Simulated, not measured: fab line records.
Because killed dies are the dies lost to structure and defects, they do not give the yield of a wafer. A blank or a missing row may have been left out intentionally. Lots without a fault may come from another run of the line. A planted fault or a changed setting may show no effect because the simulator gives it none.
Matching of chambers	flow sky130	SKY_CONTACT_CMP_04 on cmp-02: 4 sister chambers
The step polishes SiO2. 7 wafers are shown with their chamber, then 8 later ones without.

## WAFERS WITH THEIR CHAMBER
wafer	chamber	motor-current-A (A)	time-to-endpoint-s (s)
L722.2	3	11.8	88
L726.3	1	12.5	78
L727.4	0	9.6	78
L728.2	2	10.8	80
L728.3	1	12.3	84
L728.4	0	9.1	78
L729.1	2	11.5	82

## WAFERS WHOSE CHAMBER IS MISSING
wafer	motor-current-A (A)	time-to-endpoint-s (s)
L729.2	13.2	86
L729.4	9.2	79
L734.2	11.4	89
L734.4	9.2	85
L734.5	9.2	83
L745.1	13.3	80
L745.3	12.0	79
L745.5	11.9	78

## WHICH CHAMBER EACH ONE RAN IN
wafer	from the rows above	in truth
L729.2	can't be placed: 1 or 3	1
L729.4	0	0
L734.2	can't be placed: 3 or 2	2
L734.4	0	0
L734.5	0	0
L745.1	1	1
L745.3	can't be placed: 1 or 2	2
L745.5	can't be placed: 1 or 2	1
4 of 8 placed correctly. From these rows, 4 cannot be placed; in 4 the true chamber is one of the candidates. Number placed wrongly: 0.
How it was worked out, from the rows above alone: a wafer's distance from a chamber is the root of the sum, over the readings, of the square of ((its reading less the chamber's mean) divided by the reading's scatter). The wafer belongs to the nearest chamber; if the next one is less than 2 further off, it can't be placed. The mean given for a chamber averages the wafers shown for that chamber. The scatter is the square root of a quotient: the sum, over the shown wafers, of each reading's squared deviation from its chamber's mean, divided by wafers minus chambers.
